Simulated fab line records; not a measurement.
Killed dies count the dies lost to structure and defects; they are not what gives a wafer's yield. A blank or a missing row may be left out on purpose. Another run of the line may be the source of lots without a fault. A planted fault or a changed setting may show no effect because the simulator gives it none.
fab line records	flow sky130
[record] lots = 5	wafers = 15	last-day = 49
route steps=708 shown CAP2M@616 METAL4@621 PAD_OPEN@708
lots with no fault: from the same line, run without faults
start-h: start of the lot's first displayed wafer, in hours after the record's first day	wait-h: hours from the lot's prior step to this one	" same as the row above	L1.1+2: a row that stands for several wafers	- value missing, or start not given	* or withheld: withheld	< > ~ a bound
route shown NAME@n: names a module that has steps shown in the file, with the first one's number in the route	usual: mean/standard deviation taken from wafers without a fault	same: alike in all rows	chamber/n: place in a boat	sites: readings site by site	_std_site: the values' standard deviation	_edge_site: inner sites' mean taken away from outer sites' mean	radius-mm: for every site, how far away it sits from the centre of the wafer	mask NAME#n: copy n	behind: the tool/chamber that last shaped the wafer	hold: the reason the lot was held/the length of the hold in hours/how it ended	device: transistor that didn't switch, given as n, p or np	end of line: the same wafers' tests at the end of the route	for a step that has no rows: nothing shown but its recipe	killed: at the first sort, the dies lost to defects and structure; wafer yield is something else	map: per-die view of a wafer (x killed, . not killed, _ where there is no die)
set.NAME: the setting as run; set.NAME@STEP: as run at that earlier step	model.NAME: the simulator's own value behind a step, which no gauge read
lots at some steps of the route; a table a step, a row a wafer
services: the hour from which a tool's chamber was out of use, counted from the record's first day as start-h (under 0 if before that day), plus the number of hours and why
[[steps]]
[step SKY_CAP2M_METAL_ETCH_13]
[recipe] target-depth-nm = 220	stop-on = SiO2	chemistry = Cl2/BCl3	target = TiN	pressure-mtorr = 10	icp-w = 900	bias-w = 48.5	Cl2_flow_sccm = 60	bcl3-flow-sccm = 30	time-s = 62.9
[usual] drypump-motor-current-A = 6.0/0.45	oes-product-au = 0.942/0.0075	throttle-valve-pct = 21.901/0.01
lot.wafer	tool	chamber	start-h	wait-h	drypump-motor-current-A	oes-product-au	rf-hours-counter-h	throttle-valve-pct
L688.1	rie-metal-02	1	969.68	0.0	6.1	0.940	7	21.894
L688.3	"	1	"	"	6.1	0.939	-	21.916
L688.6	"	1	"	"	6.1	0.931	-	21.906
L689.1	rie-metal-01	1	984.35	0.0	5.4	0.938	4	21.899
L689.4	"	0	"	"	6.5	0.945	-	21.894
L689.5	"	0	"	"	6.5	0.944	-	21.897
L695.4	rie-metal-02	0	1022.07	0.0	6.5	0.924	-	21.907
L695.5	"	1	"	"	6.1	0.930	-	21.893
L695.6	"	0	"	"	6.5	0.937	-	21.916
L701.2	rie-metal-02	1	1052.40	0.0	6.1	0.940	12	21.896
L701.3	"	1	"	"	6.1	0.944	-	21.910
L701.4	"	0	"	"	6.5	0.940	-	21.906
L703.1	rie-metal-04	0	1072.28	0.0	5.8	0.934	5	21.903
L703.2	"	1	"	"	5.5	0.934	10	21.909
L703.6	"	1	"	"	5.5	0.932	-	21.909
[step SKY_CAP2M_STRIP_14]
[recipe] chemistry = O2/N2	power-w = 1400	pressure-mtorr = 1500	platen-temp-c = withheld	o2-flow-sccm = 3000	n2-flow-sccm = 300	overash-fraction = 0.5
[usual] drypump-motor-current-A = 5.8/0.56	oes-product-au = 0.710/0.0049	strip-time-to-endpoint-s = 12.66/0.049
lot.wafer	tool	chamber	start-h	wait-h	drypump-motor-current-A	oes-product-au	rf-hours-counter-h	strip-time-to-endpoint-s
L688.1	plasma-asher-03	1	969.76	0.1	6.0	0.716	47	12.68
L688.3	"	1	"	"	6.0	0.712	-	12.68
L688.6	"	0	"	"	6.6	0.718	-	12.68
L689.1	plasma-asher-03	1	984.42	0.1	6.1	0.709	48	12.70
L689.4	"	0	"	"	6.5	0.717	-	12.69
L689.5	"	0	"	"	6.6	0.714	-	12.64
L695.4	plasma-asher-04	0	1022.16	0.1	5.1	0.709	-	12.71
L695.5	"	1	"	"	6.4	0.708	-	12.79
L695.6	"	0	"	"	5.2	0.708	-	12.74
L701.2	plasma-asher-01	0	1052.47	0.1	5.5	0.710	131	12.61
L701.3	"	1	"	"	5.2	0.706	-	12.62
L701.4	"	0	"	"	5.5	0.717	-	12.58
L703.1	plasma-asher-04	0	1072.36	0.1	5.2	0.704	30	12.68
L703.2	"	1	"	"	6.5	0.714	30	12.67
L703.6	"	1	"	"	6.4	0.715	-	12.67
[step SKY_CAP2M_STRIP_15]
[recipe] chemistry = post-etch-residue-remover	time-s = 1200	temp-c = 72.5
[step SKY_CAP2M_CLEAN_16]
[recipe] chemistry = IPA	time-s = 180	temp-c = 25
[step SKY_CAP2M_CLEAN_17]
[recipe] chemistry = O3/DIW	dry = n2-spin
[step SKY_METAL4_DEHYDRATE_05]
[recipe] temp-c = 200	time-s = 60
[step SKY_METAL4_HMDS_06]
[recipe] prime-time-s = 60	prime-temp-c = 120
[step SKY_METAL4_COAT_07]
[recipe] resist = BARC	temp-c = withheld	time-s = withheld	spin-rpm = 3000	resist-thk-nm = 60
[step SKY_METAL4_COAT_08]
[recipe] resist = KrF-thick	spin-rpm = 3000	resist-thk-nm = 1140
[step SKY_METAL4_SOFTBAKE_09]
[recipe] temp-c = 100	time-s = 90	resist = KrF-thick
[step SKY_METAL4_EXPOSE_10]
[recipe] mask-id = MM4	na = 0.68	source-shape = annular	sigma-inner = 0.4	sigma-outer = 0.8	target-cd-nm = 300	dose-mj = 28
[step SKY_METAL4_PEB_11]
[recipe] peb-temp-c = withheld	peb-time-s = withheld	resist = KrF-thick
[step SKY_METAL4_DEVELOP_12]
[recipe] develop-time-s = 60	resist = KrF-thick	dev-temp-c = 21
[usual] chill-plate-temp-C = 23.00/0.12	developer-temp-C = 21.02/0.1	exhaust-pa = 44.9/0.93	resist-line-temp-C = 23.02/0.1
lot.wafer	tool	chamber	start-h	wait-h	chill-plate-temp-C	developer-temp-C	exhaust-pa	resist-line-temp-C
L688.1	litho-track-02	0	994	-	22.87	21.14	46.0	22.98
L688.3	"	0	"	"	23.00	20.96	45.2	23.01
L688.6	"	0	"	"	23.10	20.96	45.9	22.90
L689.1	litho-track-01	0	1008	-	22.92	21.21	45.7	23.03
L689.4	"	0	"	"	22.95	21.11	44.3	22.91
L689.5	"	0	"	"	23.02	21.12	44.7	22.74
L695.4	litho-track-02	0	1045	-	23.11	20.82	44.8	23.03
L695.5	"	0	"	"	23.06	20.98	45.6	22.90
L695.6	"	0	"	"	23.04	20.83	47.0	23.05
L701.2	litho-track-01	0	1074	-	22.87	20.97	43.3	23.03
L701.3	"	0	"	"	22.88	21.12	44.9	22.98
L701.4	"	0	"	"	22.87	21.07	44.8	23.13
L703.1	litho-track-04	0	1093	-	22.85	21.15	45.4	22.87
L703.2	"	0	"	"	23.11	21.04	46.6	22.95
L703.6	"	0	"	"	22.95	21.10	46.2	23.00
[step SKY_METAL4_CD_MEAS_13]
[recipe] target-cd-nm = 300
[usual] cd-nm = 300.2/1.6
lot.wafer	tool	chamber	start-h	wait-h	cd-nm
L688.1	cd-sem-02	-	994.25	-	301.5
L688.3	"	-	"	"	300.7
L688.6	"	-	"	"	300.6
L689.1	cd-sem-01	-	1008.56	-	301.9
L689.4	"	-	"	"	304.4
L689.5	"	-	"	"	303.3
L695.4	cd-sem-01	-	1045.26	-	304.3
L695.5	"	-	"	"	304.5
L695.6	"	-	"	"	304.9
L701.2	cd-sem-01	-	1074.68	-	297.8
L701.3	"	-	"	"	299.2
L701.4	"	-	"	"	300.3
L703.1	cd-sem-02	-	1093.94	-	299.5
L703.2	"	-	"	"	300.7
L703.6	"	-	"	"	301.9
[step SKY_METAL4_OVL_MEAS_14]
[usual] METAL4_OVL = 1/4.7
lot.wafer	tool	chamber	start-h	wait-h	METAL4_OVL[nm]
L688.1	overlay-02	-	994.37	0.1	3
L688.3	"	-	"	"	0
L688.6	"	-	"	"	2
L689.1	overlay-01	-	1008.68	0.1	5
L689.4	"	-	"	"	8
L689.5	"	-	"	"	6
L695.4	overlay-02	-	1045.34	0.1	-2
L695.5	"	-	"	"	-6
L695.6	"	-	"	"	-8
L701.2	overlay-02	-	1074.79	0.1	-3
L701.3	"	-	"	"	-1
L701.4	"	-	"	"	-1
L703.1	overlay-01	-	1094.06	0.1	-3
L703.2	"	-	"	"	1
L703.6	"	-	"	"	5
[step SKY_METAL4_DESCUM_15]
[recipe] chemistry = O2	source-power-w = 150	bias-power-w = 0	pressure-mtorr = 10	temp-c = 40	time-s = 8
[usual] drypump-motor-current-A = 5.8/0.41	oes-product-au = 1.003/0.0077
lot.wafer	tool	chamber	start-h	wait-h	drypump-motor-current-A	oes-product-au	rf-hours-counter-h	model.METAL4.cd-nm
L688.1	rie-metal-04	1	994.41	0.0	5.5	1.014	5	301
L688.3	"	1	"	"	5.5	1.013	-	300.3
L688.6	"	1	"	"	5.5	1.016	-	300.4
L689.1	rie-metal-03	1	1008.72	0.0	6.3	1.000	20	301.4
L689.4	"	1	"	"	6.3	1.012	-	303.3
L689.5	"	0	"	"	5.5	1.010	-	303.3
L695.4	rie-metal-04	0	1045.37	0.0	5.8	0.996	-	304.9
L695.5	"	0	"	"	5.8	1.009	-	304
L695.6	"	1	"	"	5.5	1.008	-	304.9
L701.2	rie-metal-04	1	1074.82	0.0	5.5	1.019	10	297.8
L701.3	"	0	"	"	5.8	1.000	-	298.9
L701.4	"	1	"	"	5.5	1.003	-	300.6
L703.1	rie-metal-04	1	1094.10	0.0	5.5	1.006	12	299.6
L703.2	"	1	"	"	5.5	0.996	-	301.3
L703.6	"	1	"	"	5.5	0.999	-	302
[step SKY_METAL4_ETCH_16]
[recipe] chemistry = N2/H2	target = BARC	ion-energy-ev = 195	bias-w = 100	pressure-mtorr = 30	n2-flow-sccm = 100	h2-flow-sccm = 200	icp-w = 500	stop-on = SiO2	time-s = 88.2	target-depth-a = 600
[usual] drypump-motor-current-A = 5.8/0.42	oes-product-au = 0.625/0.0043	throttle-valve-pct = 13.206/0.0098
lot.wafer	tool	chamber	start-h	wait-h	drypump-motor-current-A	oes-product-au	rf-hours-counter-h	throttle-valve-pct
L688.1	rie-metal-04	1	994.44	0.0	5.5	0.629	5	13.212
L688.3	"	1	"	"	5.5	0.624	-	13.212
L688.6	"	1	"	"	5.5	0.621	-	13.199
L689.1	rie-metal-03	1	1008.75	0.0	6.3	0.629	20	13.193
L689.4	"	1	"	"	6.3	0.625	-	13.211
L689.5	"	0	"	"	5.4	0.629	-	13.212
L695.4	rie-metal-04	0	1045.42	0.0	5.8	0.623	-	13.195
L695.5	"	0	"	"	5.8	0.622	-	13.213
L695.6	"	1	"	"	5.5	0.626	-	13.223
L701.2	rie-metal-04	1	1074.85	0.0	5.5	0.618	10	13.220
L701.3	"	0	"	"	5.8	0.628	-	13.206
L701.4	"	1	"	"	5.5	0.631	-	13.219
L703.1	rie-metal-04	1	1094.16	0.1	5.5	0.632	12	13.219
L703.2	"	1	"	"	5.5	0.624	-	13.198
L703.6	"	1	"	"	5.5	0.632	-	13.206
[step SKY_METAL4_ETCH_17]
[recipe] target = SiO2	stop-on = TiN	chemistry = C4F8/O2/Ar	source-w = 1500	bias-w = 1200	pressure-mtorr = 40	c4f8-flow-sccm = withheld	O2_flow_sccm = 6	Ar_flow_sccm = 300	time-s = 3.9	target-depth-a = 150
[usual] oes-product-au = 0.756/0.0072
lot.wafer	tool	chamber	start-h	wait-h	oes-product-au	model.METAL4.cd-nm
L688.1	rie-diel-03	0	994.54	0.1	0.754	297.9
L688.3	"	2	"	"	0.762	296.5
L688.6	"	2	"	"	0.765	297.1
L689.1	rie-diel-01	2	1008.85	0.1	0.755	301.6
L689.4	"	0	"	"	0.753	302.6
L689.5	"	0	"	"	0.751	303.7
L695.4	rie-diel-03	2	1045.49	0.0	0.762	304.1
L695.5	"	0	"	"	0.760	303.8
L695.6	"	1	"	"	0.761	303.1
L701.2	rie-diel-03	0	1074.95	0.1	0.751	296.4
L701.3	"	1	"	"	0.740	298.8
L701.4	"	2	"	"	0.756	298.4
L703.1	rie-diel-03	0	1094.36	0.2	0.763	297.8
L703.2	"	2	"	"	0.749	299.1
L703.6	"	0	"	"	0.766	300.9
[step SKY_METAL4_METAL_ETCH_18]
[recipe] target-depth-a = 8450	stop-on = SiO2	over-etch-frac = 0.3	time-s = 183.1	chemistry = Cl2/BCl3	resist-sidewall-deg = 88	pressure-mtorr = 10	icp-w = 900	bias-w = 48.5	Cl2_flow_sccm = 60	bcl3-flow-sccm = 30
[usual] drypump-motor-current-A = 5.8/0.42	oes-product-au = 0.865/0.0064	throttle-valve-pct = 22.265/0.0093
[same] over-etch-frac = 0.3
lot.wafer	tool	chamber	start-h	wait-h	drypump-motor-current-A	oes-product-au	rf-hours-counter-h	throttle-valve-pct
L688.1	rie-metal-03	0	994.56	0.0	5.4	0.874	4	22.260
L688.3	"	0	"	"	5.4	0.863	-	22.273
L688.6	"	0	"	"	5.4	0.858	-	22.257
L689.1	rie-metal-04	1	1008.87	0.0	5.5	0.862	6	22.270
L689.4	"	1	"	"	5.5	0.873	-	22.247
L689.5	"	0	"	"	5.8	0.861	-	22.273
L695.4	rie-metal-03	1	1045.56	0.1	6.3	0.862	-	22.270
L695.5	"	1	"	"	6.3	0.864	-	22.273
L695.6	"	0	"	"	5.5	0.869	-	22.252
L701.2	rie-metal-01	0	1074.97	0.0	6.5	0.877	21	22.270
L701.3	"	0	"	"	6.6	0.873	-	22.258
L701.4	"	1	"	"	5.4	0.878	-	22.267
L703.1	rie-metal-03	1	1094.38	0.0	6.3	0.863	25	22.278
L703.2	"	0	"	"	5.5	0.863	11	22.263
L703.6	"	0	"	"	5.4	0.872	-	22.259
[step SKY_PAD_OPEN_PROBE_99]
[usual] defect-limited-yield = 82.4/1.8	killed_at_M0_to_M3 = 43/6.8	killed_at_M4_up = 3.1/1.6	killed-at-contacts = 24/5.4	killed-at-front-end = 16/4.4	killed-at-other = 0.2/0.48	killed-dies = 87/8.8	killed-on-rim = 17/3.4	killed-open = 48/6.4	killed-short = 39/6.2	sort_bin_3_pad_short = 0.9/0.43	sort_bin_5_function = 10.5/1.4	sort_bin_6_memory = 6.2/1.1	sort-n-pass = 405/8.8	sort-yield-pct = 82.4/1.8
[same] gross-dies = 492	killed-at-back-side = 0	sort_bin_4_leakage[%] = 0	sort_bin_8_speed[%] = 0
lot.wafer	tool	chamber	start-h	wait-h	defect-limited-yield[%]	killed_at_M0_to_M3	killed_at_M4_up	killed-at-contacts	killed-at-front-end	killed-at-other	killed-dies	killed-on-rim	killed-open	killed-short	sort_bin_3_pad_short[%]	sort_bin_5_function[%]	sort_bin_6_memory[%]	sort-n-pass	sort-yield-pct[%]
L688.1	prober-01	-	1088.88	0.1	81.1	47	4	26	16	0	93	15	53	40	1.2	10.6	7.1	399	81.1
L688.3	prober-01	-	1088.98	0.2	83.1	43	4	26	10	0	83	15	49	34	0.6	10.0	6.3	409	83.1
L688.6	prober-01	-	1089.13	0.2	81.3	47	4	31	9	1	92	22	49	43	0.4	12.4	5.9	400	81.3
L689.1	prober-02	-	1101.12	0.1	83.3	43	4	23	12	0	82	13	42	40	0.8	9.6	6.3	410	83.3
L689.4	prober-02	-	1101.27	0.2	80.9	46	4	31	12	1	94	19	52	42	1.0	12.0	6.1	398	80.9
L689.5	prober-02	-	1101.32	0.2	83.7	43	2	18	16	1	80	20	40	40	0.2	10.2	5.9	412	83.7
L695.4	prober-02	-	1135.02	0.2	82.7	44	3	20	17	1	85	18	49	36	1.6	10.6	5.1	407	82.7
L695.5	prober-02	-	1135.07	0.2	80.5	44	5	31	16	0	96	22	55	41	0.8	14.0	4.7	396	80.5
L695.6	prober-02	-	1135.12	0.2	80.9	37	6	35	16	0	94	21	50	44	1.2	12.6	5.3	398	80.9
L701.2	prober-02	-	1159.28	0.1	82.1	44	0	33	11	0	88	14	49	39	0.8	8.9	8.1	404	82.1
L701.3	prober-02	-	1159.33	0.2	81.1	37	5	28	23	0	93	21	46	47	1.2	10.8	6.9	399	81.1
L701.4	prober-02	-	1159.38	0.2	76.0	57	5	32	22	2	118	22	64	54	1.0	14.6	8.3	374	76.0
L703.1	prober-02	-	1174.79	0.1	83.1	39	2	26	16	0	83	17	45	38	1.2	9.1	6.5	409	83.1
L703.2	prober-02	-	1174.84	0.1	81.9	36	3	27	22	1	89	17	51	38	1.2	9.6	7.3	403	81.9
L703.6	prober-02	-	1175.04	0.2	82.5	35	4	34	13	0	86	20	46	40	1.2	10.6	5.7	406	82.5
// killed by level:class
L688.1 VIA1:geometric-particle:open=14 VIA1:geometric-particle:short=10 LI_CONTACT:geometric-particle:open=9 CONTACT:geometric-particle:open=6 METAL1:geometric-particle:short=5 FIELD_ISO:geometric-particle:open=4 LOCAL_INTERCONNECT:geometric-particle:open=4 CONTACT:geometric-particle:short=4
L688.3 CONTACT:geometric-particle:open=13 VIA1:geometric-particle:open=8 METAL1:geometric-particle:short=7 VIA3:geometric-particle:open=6 LI_CONTACT:geometric-particle:open=5 VIA1:geometric-particle:short=5 METAL2:geometric-particle:short=5 CONTACT:geometric-particle:short=4
L688.6 VIA1:geometric-particle:open=15 CONTACT:geometric-particle:open=11 METAL2:geometric-particle:short=8 LI_CONTACT:geometric-particle:short=6 LOCAL_INTERCONNECT:geometric-particle:short=5 VIA2:geometric-particle:open=5 METAL1:geometric-particle:short=4 POLY_GATE:geometric-particle:open=4
L689.1 METAL1:geometric-particle:short=10 CONTACT:geometric-particle:short=7 CONTACT:geometric-particle:open=7 VIA2:geometric-particle:open=7 LI_CONTACT:geometric-particle:open=6 VIA1:geometric-particle:open=6 VIA3:geometric-particle:open=6 POLY_GATE:geometric-particle:open=4
L689.4 CONTACT:geometric-particle:open=16 METAL1:geometric-particle:short=8 LI_CONTACT:geometric-particle:open=7 VIA3:geometric-particle:open=7 VIA1:geometric-particle:open=6 METAL3:geometric-particle:short=6 VIA1:geometric-particle:short=5 FIELD_ISO:geometric-particle:open=4
L689.5 METAL1:geometric-particle:short=10 LI_CONTACT:geometric-particle:open=9 VIA1:geometric-particle:open=7 VIA1:geometric-particle:short=6 FIELD_ISO:geometric-particle:open=5 CONTACT:geometric-particle:open=5 POLY_GATE:geometric-particle:short=4 METAL3:geometric-particle:short=4
L695.4 CONTACT:geometric-particle:open=10 VIA1:geometric-particle:open=10 VIA2:geometric-particle:open=8 VIA1:geometric-particle:short=7 FIELD_ISO:geometric-particle:short=5 FIELD_ISO:geometric-particle:open=5 CONTACT:geometric-particle:short=4 METAL1:geometric-particle:short=4
L695.5 VIA1:geometric-particle:open=15 CONTACT:geometric-particle:open=9 LOCAL_INTERCONNECT:geometric-particle:short=7 METAL2:geometric-particle:short=7 FIELD_ISO:geometric-particle:open=6 VIA2:geometric-particle:open=6 CONTACT:geometric-particle:short=5 POLY_GATE:geometric-particle:open=4
L695.6 VIA1:geometric-particle:open=13 CONTACT:geometric-particle:open=12 LOCAL_INTERCONNECT:geometric-particle:short=10 VIA3:geometric-particle:open=6 FIELD_ISO:geometric-particle:open=5 LI_CONTACT:geometric-particle:open=5 METAL4:geometric-particle:short=5 VIA1:geometric-particle:short=5
L701.2 CONTACT:geometric-particle:open=11 VIA1:geometric-particle:open=11 VIA1:geometric-particle:short=8 LI_CONTACT:geometric-particle:open=7 VIA2:geometric-particle:open=6 LOCAL_INTERCONNECT:geometric-particle:short=5 CONTACT:geometric-particle:short=5 METAL2:geometric-particle:short=5
L701.3 VIA1:geometric-particle:open=12 POLY_GATE:geometric-particle:open=9 CONTACT:geometric-particle:open=7 LOCAL_INTERCONNECT:geometric-particle:short=6 CONTACT:geometric-particle:short=6 METAL1:geometric-particle:short=6 METAL2:geometric-particle:short=5 VIA2:geometric-particle:open=5
L701.4 METAL1:geometric-particle:short=12 VIA1:geometric-particle:open=12 LI_CONTACT:geometric-particle:open=10 POLY_GATE:geometric-particle:open=9 CONTACT:geometric-particle:open=8 VIA2:geometric-particle:open=8 LOCAL_INTERCONNECT:geometric-particle:short=6 CONTACT:geometric-particle:short=6
L703.1 CONTACT:geometric-particle:open=9 CONTACT:geometric-particle:short=7 VIA1:geometric-particle:open=7 VIA2:geometric-particle:open=6 VIA3:geometric-particle:open=6 POLY_GATE:geometric-particle:short=5 LI_CONTACT:geometric-particle:open=5 METAL1:geometric-particle:short=5
L703.2 VIA1:geometric-particle:open=10 CONTACT:geometric-particle:open=9 LI_CONTACT:geometric-particle:open=8 FIELD_ISO:geometric-particle:open=6 VIA1:geometric-particle:short=6 POLY_GATE:geometric-particle:short=5 LOCAL_INTERCONNECT:geometric-particle:short=4 VIA2:geometric-particle:open=4
L703.6 CONTACT:geometric-particle:open=10 CONTACT:geometric-particle:short=10 VIA1:geometric-particle:open=9 LI_CONTACT:geometric-particle:open=9 METAL2:geometric-particle:short=5 POLY_GATE:geometric-particle:short=4 VIA2:geometric-particle:short=4 FIELD_ISO:geometric-particle:open=3
[[services]]
tool	chamber	start-h	hours	kind
plasma-asher-04	-	958.24	2.8	pm
rie-metal-04	0	969.71	-	clean
rie-metal-04	0	969.71	22.2	scheduled-down
rie-metal-04	0	969.71	22.2	vent-cycle
rie-metal-01	-	992.00	36.1	repair
plasma-asher-01	-	1011.11	1.3	repair
rie-diel-01	2	1025.53	2.7	repair
rie-metal-01	-	1028.12	1.4	pm
rie-metal-04	0	1035.40	6.4	repair
rie-metal-04	-	1051.82	15.6	pm
rie-diel-03	0	1052.98	5.5	repair
plasma-asher-01	-	1055.25	9.0	pm
plasma-asher-01	0	1055.25	9.0	vent-cycle
plasma-asher-01	1	1055.25	9.0	vent-cycle
plasma-asher-01	0	1064.25	-	clean
plasma-asher-01	1	1064.25	-	clean
rie-diel-03	3	1065.14	13.8	repair
rie-metal-03	-	1069.04	4.0	pm
rie-metal-04	0	1087.94	19.3	repair
plasma-asher-04	-	1091.12	0.5	repair
rie-diel-01	1	1093.02	7.4	repair
[[key]]
[first-sign] step = SKY_METAL4_CD_MEAS_13	reading = cd-nm	direction = up	sigmas = 2.7	usual = 300.2	struck = 304.5
effect none on later readings
[model-effect] step = SKY_METAL4_DESCUM_15	value = METAL4.cd-nm	without = 301	struck = 304.6
[model-effect] step = SKY_METAL4_ETCH_17	value = METAL4.cd-nm	without = 300.1	struck = 303.7
met-at SKY_METAL4_DEVELOP_12
struck-wafers L695.4,L695.5,L695.6
onset-between 994 1045
[fault] kind = process-parameter-drift	tool = litho-track-02	chamber = -	onset-h = 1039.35	steps = SKY_METAL4_DEVELOP_12	channel = develop-time-s	offset = *	shape = step	end-h = 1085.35	acts-in = *	stated = *
